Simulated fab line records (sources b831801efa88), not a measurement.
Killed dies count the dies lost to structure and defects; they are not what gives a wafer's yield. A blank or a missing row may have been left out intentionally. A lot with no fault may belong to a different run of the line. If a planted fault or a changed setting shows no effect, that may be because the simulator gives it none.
fab line records + flow sky130
[record]
- lots = 15
- wafers = 44
- last-day = 50
route steps=708 shown METAL4@635 METAL5@661 PAD_OPEN@702
lots that met no fault: from a run of the same line without faults
start-h: hours from the record's first day to the start of the lot's first wafer shown + wait-h: hours elapsed since this lot's preceding step + " the same as in the row above + L1.1+2: a single row standing in for several wafers + - value missing, or start not given + * or withheld: withheld + < > ~ a bound
route shown NAME@n: NAME is a module with steps in the file, n the number in the route of the first one + usual: mean and standard deviation over wafers with no fault + same: alike in all rows + chamber/n: place in a boat + sites: the reading at each site + _std_site: standard deviation across them + _edge_site: inner sites' mean taken away from outer sites' mean + radius-mm: how far each site lies from the wafer's centre + mask NAME#n: copy n + behind: the most recent tool/chamber to have shaped the wafer + hold: reason for holding the lot/hours on hold/outcome of the hold + device: whichever transistor did not switch (one of n, p or np) + end of line: the same wafers' tests at the end of the route + a step with no rows: only its recipe + killed: not the wafer's yield, but the dies lost to structure and defects at the first sort + map: dies across one wafer; x = killed, . = not, _ = none there
set.NAME: the setting the step ran with; set.NAME@STEP: the setting that earlier step ran with + model.NAME: the simulator's own value behind a step, which no gauge read
the route's steps for a sample of lots (tables are steps, rows are wafers)
services: when a tool's chamber went out of use (start-h, in hours from the record's first day, below 0 if earlier), for how many hours, and the reason
[[steps]]
[step SKY_METAL4_STRIP_19]
[recipe]
- chemistry = O2/N2
- power-w = 1400
- pressure-mtorr = 1500
- platen-temp-c = withheld
- o2-flow-sccm = 3000
- n2-flow-sccm = 300
- overash-fraction = 0.5
[usual]
- chamber-pressure-mTorr = 1500.0/1.3
- drypump-motor-current-A = 5.60/0.27
- oes-product-au = 0.497/0.0067
- strip-time-to-endpoint-s = 6.40/0.11
| lot.wafer | tool            | chamber | start-h | wait-h | chamber-pressure-mTorr | drypump-motor-current-A | oes-product-au | rf-hours-counter-h | strip-time-to-endpoint-s |
|-----------|-----------------|---------|---------|--------|------------------------|-------------------------|----------------|--------------------|--------------------------|
| L744.2    | plasma-asher-02 | 0       | 978.41  | 0.1    | 1501.0                 | 5.73                    | 0.485          | 120                | 6.19                     |
| L744.4    | "               | 1       | "       | "      | 1501.1                 | 5.48                    | 0.489          | -                  | 6.18                     |
| L744.5    | "               | 1       | "       | "      | 1499.9                 | 5.47                    | 0.497          | -                  | 6.30                     |
| L747.2    | plasma-asher-02 | 0       | 1004.07 | 0.1    | 1500.3                 | 5.74                    | 0.494          | 123                | 6.36                     |
| L747.4    | "               | 1       | "       | "      | 1500.2                 | 5.47                    | 0.490          | -                  | 6.42                     |
| L747.6    | "               | 0       | "       | "      | 1499.2                 | 5.71                    | 0.498          | -                  | 6.31                     |
| L748.3    | plasma-asher-01 | 1       | 1011.21 | 0.1    | 1499.1                 | 5.45                    | 0.492          | -                  | 6.40                     |
| L748.5    | "               | 0       | "       | "      | 1502.6                 | 6.00                    | 0.500          | -                  | 6.35                     |
| L748.6    | "               | 1       | "       | "      | 1500.5                 | 5.44                    | 0.495          | -                  | 6.35                     |
| L750.2    | plasma-asher-01 | 1       | 1020.82 | 0.1    | 1500.7                 | 5.41                    | 0.499          | 86                 | 6.44                     |
| L750.3    | "               | 0       | "       | "      | 1498.5                 | 6.01                    | 0.510          | -                  | 6.51                     |
| L750.5    | "               | 1       | "       | "      | 1500.0                 | 5.42                    | 0.491          | -                  | 6.48                     |
| L751.1    | plasma-asher-02 | 1       | 1032.87 | 0.1    | 1498.3                 | 5.46                    | 0.506          | 126                | 6.42                     |
| L751.5    | "               | 0       | "       | "      | 1500.7                 | 5.73                    | 0.504          | -                  | 6.43                     |
| L751.6    | "               | 1       | "       | "      | 1498.4                 | 5.45                    | 0.484          | -                  | 6.23                     |
| L752.1    | plasma-asher-02 | 0       | 1049.92 | 0.1    | 1501.1                 | 5.73                    | 0.491          | 128                | 6.30                     |
| L752.3    | "               | 1       | "       | "      | 1498.7                 | 5.48                    | 0.501          | -                  | 6.48                     |
| L752.4    | "               | 0       | "       | "      | 1499.1                 | 5.73                    | 0.490          | -                  | 6.30                     |
| L753.1    | plasma-asher-02 | 1       | 1065.70 | 0.1    | 1500.3                 | 5.48                    | 0.491          | 0                  | 6.41                     |
| L753.2    | "               | 0       | "       | "      | 1497.9                 | 5.71                    | 0.484          | 0                  | 6.23                     |
| L753.6    | "               | 0       | "       | "      | 1500.0                 | 5.72                    | 0.483          | -                  | 6.28                     |
| L754.1    | plasma-asher-01 | 1       | 1067.85 | 0.1    | 1499.0                 | 5.43                    | 0.505          | 91                 | 6.52                     |
| L754.3    | "               | 0       | "       | "      | 1499.8                 | 6.04                    | 0.497          | -                  | 6.56                     |
| L754.4    | "               | 1       | "       | "      | 1501.0                 | 5.41                    | 0.500          | -                  | 6.54                     |
| L755.4    | plasma-asher-01 | 0       | 1069.78 | 0.1    | 1503.0                 | 6.03                    | 0.498          | -                  | 6.41                     |
| L755.6    | "               | 0       | "       | "      | 1498.6                 | 6.02                    | 0.512          | -                  | 6.46                     |
| L760.2    | plasma-asher-02 | 0       | 1094.06 | 0.1    | 1499.9                 | 5.72                    | 0.494          | 4                  | 6.31                     |
| L760.3    | "               | 1       | "       | "      | 1499.6                 | 5.46                    | 0.505          | -                  | 6.51                     |
| L760.5    | "               | 0       | "       | "      | 1500.8                 | 5.71                    | 0.503          | -                  | 6.53                     |
| L762.4    | plasma-asher-02 | 1       | 1097.61 | 0.2    | 1498.4                 | 5.47                    | 0.494          | -                  | 6.36                     |
| L762.5    | "               | 1       | "       | "      | 1499.6                 | 5.45                    | 0.494          | -                  | 6.41                     |
| L762.6    | "               | 0       | "       | "      | 1499.5                 | 5.72                    | 0.500          | -                  | 6.45                     |
| L763.1    | plasma-asher-01 | 1       | 1101.72 | 0.1    | 1501.1                 | 5.42                    | 0.491          | 95                 | 6.24                     |
| L763.2    | "               | 0       | "       | "      | 1497.4                 | 6.02                    | 0.506          | 95                 | 6.45                     |
| L763.5    | "               | 1       | "       | "      | 1502.5                 | 5.42                    | 0.493          | -                  | 6.32                     |
| L764.1    | plasma-asher-03 | 1       | 1108.02 | 0.3    | 1500.6                 | 5.13                    | 0.497          | 64                 | 6.50                     |
| L764.4    | "               | 1       | "       | "      | 1501.8                 | 5.12                    | 0.499          | -                  | 6.48                     |
| L764.6    | "               | 1       | "       | "      | 1500.3                 | 5.14                    | 0.495          | -                  | 6.47                     |
| L765.2    | plasma-asher-01 | 1       | 1111.49 | 0.2    | 1500.3                 | 5.41                    | 0.494          | 95                 | 6.51                     |
| L765.4    | "               | 0       | "       | "      | 1500.8                 | 5.99                    | 0.504          | -                  | 6.57                     |
| L765.5    | "               | 0       | "       | "      | 1501.5                 | 6.02                    | 0.504          | -                  | 6.56                     |
| L766.1    | plasma-asher-03 | 0       | 1118.35 | 0.1    | 1500.1                 | 5.65                    | 0.491          | 65                 | 6.37                     |
| L766.2    | "               | 1       | "       | "      | 1500.5                 | 5.15                    | 0.498          | 65                 | 6.52                     |
| L766.3    | "               | 1       | "       | "      | 1501.1                 | 5.14                    | 0.502          | -                  | 6.49                     |
[step SKY_METAL5_SPUTTER_00]
[recipe]
- material = Ti
- target-thk-nm = 15
- power-w = 3000
- time-s = 10
- chamber-pressure-pa = 0.4
[usual]
- throttle-valve-pct = 30.8/0.81
| lot.wafer | tool           | chamber | start-h | wait-h | throttle-valve-pct |
|-----------|----------------|---------|---------|--------|--------------------|
| L744.2    | pvd-sputter-02 | -       | 1004.01 | 0.2    | 31.6               |
| L744.4    | "              | -       | "       | "      | 31.1               |
| L744.5    | "              | -       | "       | "      | 30.9               |
| L747.2    | pvd-sputter-02 | -       | 1030.15 | 0.2    | 30.7               |
| L747.4    | "              | -       | "       | "      | 31.4               |
| L747.6    | "              | -       | "       | "      | 30.8               |
| L748.3    | pvd-sputter-03 | -       | 1036.13 | 0.1    | 30.9               |
| L748.5    | "              | -       | "       | "      | 29.7               |
| L748.6    | "              | -       | "       | "      | 30.7               |
| L750.2    | pvd-sputter-04 | -       | 1045.64 | 0.2    | 30.8               |
| L750.3    | "              | -       | "       | "      | 31.7               |
| L750.5    | "              | -       | "       | "      | 31.5               |
| L751.1    | pvd-sputter-02 | -       | 1056.50 | 0.1    | 31.0               |
| L751.5    | "              | -       | "       | "      | 31.4               |
| L751.6    | "              | -       | "       | "      | 31.0               |
| L752.1    | pvd-sputter-02 | -       | 1073.87 | 0.2    | 31.5               |
| L752.3    | "              | -       | "       | "      | 30.9               |
| L752.4    | "              | -       | "       | "      | 31.2               |
| L753.1    | pvd-sputter-03 | -       | 1088.90 | 0.2    | 29.9               |
| L753.2    | "              | -       | "       | "      | 29.2               |
| L753.6    | "              | -       | "       | "      | 29.3               |
| L754.1    | pvd-sputter-03 | -       | 1091.19 | 0.1    | 31.6               |
| L754.3    | "              | -       | "       | "      | 28.9               |
| L754.4    | "              | -       | "       | "      | 30.9               |
| L755.4    | pvd-sputter-02 | -       | 1092.66 | 0.2    | 31.4               |
| L755.6    | "              | -       | "       | "      | 31.2               |
| L760.2    | pvd-sputter-03 | -       | 1117.06 | 0.2    | 29.1               |
| L760.3    | "              | -       | "       | "      | 29.8               |
| L760.5    | "              | -       | "       | "      | 29.8               |
| L762.4    | pvd-sputter-02 | -       | 1118.81 | 0.1    | 31.0               |
| L762.5    | "              | -       | "       | "      | 31.2               |
| L762.6    | "              | -       | "       | "      | 30.9               |
| L763.1    | pvd-sputter-03 | -       | 1123.01 | 0.1    | 29.7               |
| L763.2    | "              | -       | "       | "      | 31.7               |
| L763.5    | "              | -       | "       | "      | 29.7               |
| L764.1    | pvd-sputter-04 | -       | 1130.05 | 0.2    | 31.5               |
| L764.4    | "              | -       | "       | "      | 30.9               |
| L764.6    | "              | -       | "       | "      | 30.6               |
| L765.2    | pvd-sputter-02 | -       | 1132.43 | 0.2    | 31.6               |
| L765.4    | "              | -       | "       | "      | 31.1               |
| L765.5    | "              | -       | "       | "      | 31.1               |
| L766.1    | pvd-sputter-04 | -       | 1140.09 | 0.2    | 30.9               |
| L766.2    | "              | -       | "       | "      | 31.5               |
| L766.3    | "              | -       | "       | "      | 31.1               |
[step SKY_METAL5_STRIP_16]
[recipe]
- chemistry = O2/N2
- power-w = 1400
- pressure-mtorr = 1500
- platen-temp-c = withheld
- o2-flow-sccm = 3000
- n2-flow-sccm = 300
- overash-fraction = 0.5
[usual]
- chamber-pressure-mTorr = 1499.9/1.3
- drypump-motor-current-A = 5.6/0.3
- oes-product-au = 0.711/0.0042
- strip-time-to-endpoint-s = 13.12/0.25
| lot.wafer | tool            | chamber | start-h | wait-h | chamber-pressure-mTorr | drypump-motor-current-A | oes-product-au | rf-hours-counter-h | strip-time-to-endpoint-s |
|-----------|-----------------|---------|---------|--------|------------------------|-------------------------|----------------|--------------------|--------------------------|
| L744.2    | plasma-asher-04 | 0       | 1027.29 | 0.2    | 1499.5                 | 6.2                     | 0.710          | 28                 | 12.96                    |
| L744.4    | "               | 1       | "       | "      | 1501.3                 | 5.8                     | 0.713          | -                  | 12.96                    |
| L744.5    | "               | 1       | "       | "      | 1502.5                 | 5.8                     | 0.707          | -                  | 13.00                    |
| L747.2    | plasma-asher-03 | 0       | 1052.54 | 0.2    | 1499.5                 | 5.7                     | 0.705          | 60                 | 12.79                    |
| L747.4    | "               | 0       | "       | "      | 1500.3                 | 5.7                     | 0.709          | -                  | 13.06                    |
| L747.6    | "               | 1       | "       | "      | 1498.9                 | 5.1                     | 0.703          | -                  | 12.76                    |
| L748.3    | plasma-asher-03 | 1       | 1058.01 | 0.1    | 1500.1                 | 5.1                     | 0.712          | -                  | 13.10                    |
| L748.5    | "               | 1       | "       | "      | 1501.2                 | 5.2                     | 0.708          | -                  | 13.09                    |
| L748.6    | "               | 0       | "       | "      | 1500.5                 | 5.6                     | 0.715          | -                  | 13.12                    |
| L750.2    | plasma-asher-02 | 1       | 1066.94 | 0.2    | 1498.5                 | 5.5                     | 0.707          | 0                  | 13.00                    |
| L750.3    | "               | 0       | "       | "      | 1500.3                 | 5.7                     | 0.707          | -                  | 12.90                    |
| L750.5    | "               | 0       | "       | "      | 1501.0                 | 5.7                     | 0.714          | -                  | 12.98                    |
| L751.1    | plasma-asher-03 | 1       | 1078.84 | 0.2    | 1499.7                 | 5.1                     | 0.713          | 61                 | 13.35                    |
| L751.5    | "               | 0       | "       | "      | 1498.7                 | 5.6                     | 0.704          | -                  | 13.41                    |
| L751.6    | "               | 1       | "       | "      | 1500.1                 | 5.1                     | 0.708          | -                  | 13.42                    |
| L752.1    | plasma-asher-03 | 1       | 1094.23 | 0.2    | 1497.2                 | 5.1                     | 0.709          | 63                 | 13.36                    |
| L752.3    | "               | 0       | "       | "      | 1500.2                 | 5.6                     | 0.712          | -                  | 13.45                    |
| L752.4    | "               | 1       | "       | "      | 1501.7                 | 5.2                     | 0.709          | -                  | 13.32                    |
| L753.1    | plasma-asher-03 | 0       | 1109.28 | 0.2    | 1500.1                 | 5.6                     | 0.715          | 64                 | 12.80                    |
| L753.2    | "               | 1       | "       | "      | 1499.9                 | 5.1                     | 0.716          | 64                 | 12.87                    |
| L753.6    | "               | 1       | "       | "      | 1500.5                 | 5.1                     | 0.713          | -                  | 12.81                    |
| L754.1    | plasma-asher-02 | 1       | 1111.40 | 0.2    | 1501.4                 | 5.5                     | 0.710          | 5                  | 13.56                    |
| L754.3    | "               | 1       | "       | "      | 1501.7                 | 5.5                     | 0.710          | -                  | 13.39                    |
| L754.4    | "               | 0       | "       | "      | 1501.3                 | 5.7                     | 0.701          | -                  | 13.34                    |
| L755.4    | plasma-asher-02 | 1       | 1112.95 | 0.2    | 1499.9                 | 5.5                     | 0.717          | -                  | 12.96                    |
| L755.6    | "               | 0       | "       | "      | 1500.8                 | 5.7                     | 0.708          | -                  | 12.92                    |
| L760.2    | plasma-asher-03 | 0       | 1136.25 | 0.2    | 1501.5                 | 5.7                     | 0.709          | 67                 | 12.80                    |
| L760.3    | "               | 1       | "       | "      | 1501.8                 | 5.1                     | 0.703          | -                  | 13.12                    |
| L760.5    | "               | 0       | "       | "      | 1501.4                 | 5.6                     | 0.707          | -                  | 12.86                    |
| L762.4    | plasma-asher-03 | 1       | 1138.06 | 0.1    | 1497.6                 | 5.2                     | 0.703          | -                  | 13.06                    |
| L762.5    | "               | 0       | "       | "      | 1500.8                 | 5.6                     | 0.712          | -                  | 13.08                    |
| L762.6    | "               | 1       | "       | "      | 1500.7                 | 5.1                     | 0.708          | -                  | 13.20                    |
| L763.1    | plasma-asher-03 | 0       | 1141.53 | 0.2    | 1501.7                 | 5.6                     | 0.713          | 67                 | 12.88                    |
| L763.2    | "               | 1       | "       | "      | 1499.8                 | 5.1                     | 0.712          | 67                 | 13.16                    |
| L763.5    | "               | 1       | "       | "      | 1499.6                 | 5.2                     | 0.707          | -                  | 12.94                    |
| L764.1    | plasma-asher-03 | 1       | 1149.24 | 0.2    | 1499.4                 | 5.1                     | 0.713          | 68                 | 12.82                    |
| L764.4    | "               | 1       | "       | "      | 1500.5                 | 5.2                     | 0.708          | -                  | 12.87                    |
| L764.6    | "               | 1       | "       | "      | 1497.9                 | 5.2                     | 0.716          | -                  | 12.87                    |
| L765.2    | plasma-asher-04 | 0       | 1152.25 | 0.2    | 1499.9                 | 6.2                     | 0.711          | 41                 | 13.46                    |
| L765.4    | "               | 1       | "       | "      | 1497.7                 | 5.8                     | 0.717          | -                  | 13.36                    |
| L765.5    | "               | 0       | "       | "      | 1501.4                 | 6.2                     | 0.714          | -                  | 13.53                    |
| L766.1    | plasma-asher-04 | 0       | 1158.90 | 0.2    | 1499.9                 | 6.2                     | 0.719          | 42                 | 12.78                    |
| L766.2    | "               | 1       | "       | "      | 1498.5                 | 5.8                     | 0.710          | 42                 | 12.93                    |
| L766.3    | "               | 0       | "       | "      | 1501.6                 | 6.2                     | 0.706          | -                  | 12.91                    |
[step SKY_PAD_OPEN_STRIP_08]
[recipe]
- chemistry = O2/N2
- power-w = 1400
- pressure-mtorr = 1500
- platen-temp-c = withheld
- overash-fraction = 0.7
- o2-flow-sccm = 3000
- n2-flow-sccm = 300
[usual]
- chamber-pressure-mTorr = 1499.9/1.3
- drypump-motor-current-A = 5.60/0.25
- oes-product-au = 0.663/0.0041
| lot.wafer | tool            | chamber | start-h | wait-h | chamber-pressure-mTorr | drypump-motor-current-A | oes-product-au | rf-hours-counter-h |
|-----------|-----------------|---------|---------|--------|------------------------|-------------------------|----------------|--------------------|
| L744.2    | plasma-asher-02 | 0       | 1071.62 | 0.1    | 1498.5                 | 5.75                    | 0.667          | 1                  |
| L744.4    | "               | 1       | "       | "      | 1498.3                 | 5.48                    | 0.654          | -                  |
| L744.5    | "               | 1       | "       | "      | 1499.2                 | 5.47                    | 0.664          | -                  |
| L747.2    | plasma-asher-02 | 1       | 1095.52 | 0.1    | 1499.9                 | 5.47                    | 0.670          | 4                  |
| L747.4    | "               | 0       | "       | "      | 1498.6                 | 5.72                    | 0.656          | -                  |
| L747.6    | "               | 1       | "       | "      | 1500.4                 | 5.48                    | 0.659          | -                  |
| L748.3    | plasma-asher-01 | 1       | 1100.77 | 0.1    | 1499.8                 | 5.44                    | 0.658          | -                  |
| L748.5    | "               | 0       | "       | "      | 1499.3                 | 6.03                    | 0.657          | -                  |
| L748.6    | "               | 1       | "       | "      | 1499.4                 | 5.42                    | 0.661          | -                  |
| L750.2    | plasma-asher-02 | 1       | 1108.02 | 0.1    | 1501.0                 | 5.48                    | 0.665          | 5                  |
| L750.3    | "               | 1       | "       | "      | 1501.2                 | 5.47                    | 0.661          | -                  |
| L750.5    | "               | 1       | "       | "      | 1498.7                 | 5.48                    | 0.658          | -                  |
| L751.1    | plasma-asher-01 | 1       | 1118.84 | 0.1    | 1497.4                 | 5.44                    | 0.664          | 96                 |
| L751.5    | "               | 1       | "       | "      | 1500.4                 | 5.44                    | 0.664          | -                  |
| L751.6    | "               | 0       | "       | "      | 1499.8                 | 5.99                    | 0.664          | -                  |
| L752.1    | plasma-asher-02 | 0       | 1134.05 | 0.1    | -                      | -                       | -              | -                  |
| L752.3    | "               | 1       | "       | "      | -                      | -                       | -              | -                  |
| L752.4    | "               | 0       | "       | "      | -                      | -                       | -              | -                  |
| L753.1    | plasma-asher-02 | 1       | 1148.39 | 0.1    | -                      | -                       | -              | -                  |
| L753.2    | "               | 0       | "       | "      | -                      | -                       | -              | -                  |
| L753.6    | "               | 1       | "       | "      | -                      | -                       | -              | -                  |
| L754.1    | plasma-asher-02 | 1       | 1150.34 | 0.1    | -                      | -                       | -              | -                  |
| L754.3    | "               | 0       | "       | "      | -                      | -                       | -              | -                  |
| L754.4    | "               | 1       | "       | "      | -                      | -                       | -              | -                  |
| L755.4    | plasma-asher-02 | 1       | 1151.03 | 0.1    | 1500.5                 | 5.48                    | 0.655          | -                  |
| L755.6    | "               | 0       | "       | "      | 1498.8                 | 5.72                    | 0.664          | -                  |
| L760.2    | plasma-asher-01 | 1       | 1173.69 | 0.1    | 1501.0                 | 5.43                    | 0.660          | 102                |
| L760.3    | "               | 0       | "       | "      | 1502.2                 | 6.00                    | 0.664          | -                  |
| L760.5    | "               | 0       | "       | "      | 1497.9                 | 5.99                    | 0.664          | -                  |
| L762.4    | plasma-asher-03 | 0       | 1174.77 | 0.1    | 1498.6                 | 5.62                    | 0.666          | -                  |
| L762.5    | "               | 1       | "       | "      | 1502.1                 | 5.13                    | 0.662          | -                  |
| L762.6    | "               | 0       | "       | "      | 1500.5                 | 5.63                    | 0.658          | -                  |
| L763.1    | plasma-asher-01 | 0       | 1177.39 | 0.1    | 1499.9                 | 6.04                    | 0.650          | 103                |
| L763.2    | "               | 1       | "       | "      | 1499.3                 | 5.42                    | 0.660          | 103                |
| L763.5    | "               | 0       | "       | "      | 1501.5                 | 6.02                    | 0.666          | -                  |
| L764.1    | plasma-asher-01 | 1       | 1184.44 | 0.1    | 1498.6                 | 5.44                    | 0.661          | 104                |
| L764.4    | "               | 0       | "       | "      | 1500.1                 | 6.04                    | 0.655          | -                  |
| L764.6    | "               | 0       | "       | "      | 1500.2                 | 6.04                    | 0.657          | -                  |
| L765.2    | plasma-asher-01 | 1       | 1186.09 | 0.1    | 1500.9                 | 5.46                    | 0.662          | 104                |
| L765.4    | "               | 1       | "       | "      | 1499.2                 | 5.44                    | 0.668          | -                  |
| L765.5    | "               | 1       | "       | "      | 1500.4                 | 5.46                    | 0.666          | -                  |
| L766.1    | plasma-asher-02 | 0       | 1192.55 | 0.1    | 1500.0                 | 5.72                    | 0.662          | 10                 |
| L766.2    | "               | 1       | "       | "      | 1499.1                 | 5.48                    | 0.666          | 10                 |
| L766.3    | "               | 1       | "       | "      | 1498.5                 | 5.47                    | 0.665          | -                  |
[[services]]
| tool            | chamber | start-h | hours | kind       |
|-----------------|---------|---------|-------|------------|
| plasma-asher-03 | -       | 956.01  | 2.8   | pm         |
| plasma-asher-04 | -       | 959.73  | 1.6   | repair     |
| plasma-asher-01 | -       | 961.34  | 35.7  | repair     |
| pvd-sputter-03  | -       | 996.24  | 3.9   | repair     |
| plasma-asher-04 | -       | 999.11  | 3.3   | repair     |
| plasma-asher-03 | -       | 1025.48 | 12.0  | repair     |
| pvd-sputter-02  | -       | 1051.59 | 1.8   | repair     |
| plasma-asher-02 | -       | 1055.25 | 9.0   | pm         |
| plasma-asher-02 | 0       | 1055.25 | 9.0   | vent-cycle |
| plasma-asher-02 | 1       | 1055.25 | 9.0   | vent-cycle |
| plasma-asher-02 | 0       | 1064.25 | -     | clean      |
| plasma-asher-02 | 1       | 1064.25 | -     | clean      |
| plasma-asher-03 | -       | 1065.08 | 4.2   | repair     |
| plasma-asher-03 | -       | 1065.79 | 6.9   | repair     |
| plasma-asher-04 | -       | 1066.93 | 3.0   | repair     |
| pvd-sputter-04  | -       | 1073.62 | 3.0   | repair     |
| plasma-asher-03 | -       | 1142.25 | 3.7   | repair     |
| plasma-asher-02 | -       | 1152.12 | 28.1  | pm         |
[[key]]
[first-sign]
- step = SKY_PAD_OPEN_STRIP_08
- reading = tool-record
- direction = missing
effect none on later readings
met-at SKY_PAD_OPEN_STRIP_08
struck-lots L752,L753,L754
sort-left-out L754.1,L754.3,L754.4
not-acting-at SKY_METAL4_STRIP_19,SKY_METAL5_SPUTTER_00,SKY_METAL5_STRIP_16
onset-between 1108.02 1134.05
[fault]
- kind = skipped-step-whole
- tool = plasma-asher-02
- chamber = -
- onset-h = 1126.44
- steps = SKY_PAD_OPEN_STRIP_08
- scope = struck-lots-only
// sort-left-out: the simulated sort isn't trusted on such a fault, so these wafers' sort isn't shown, and their yield isn't known
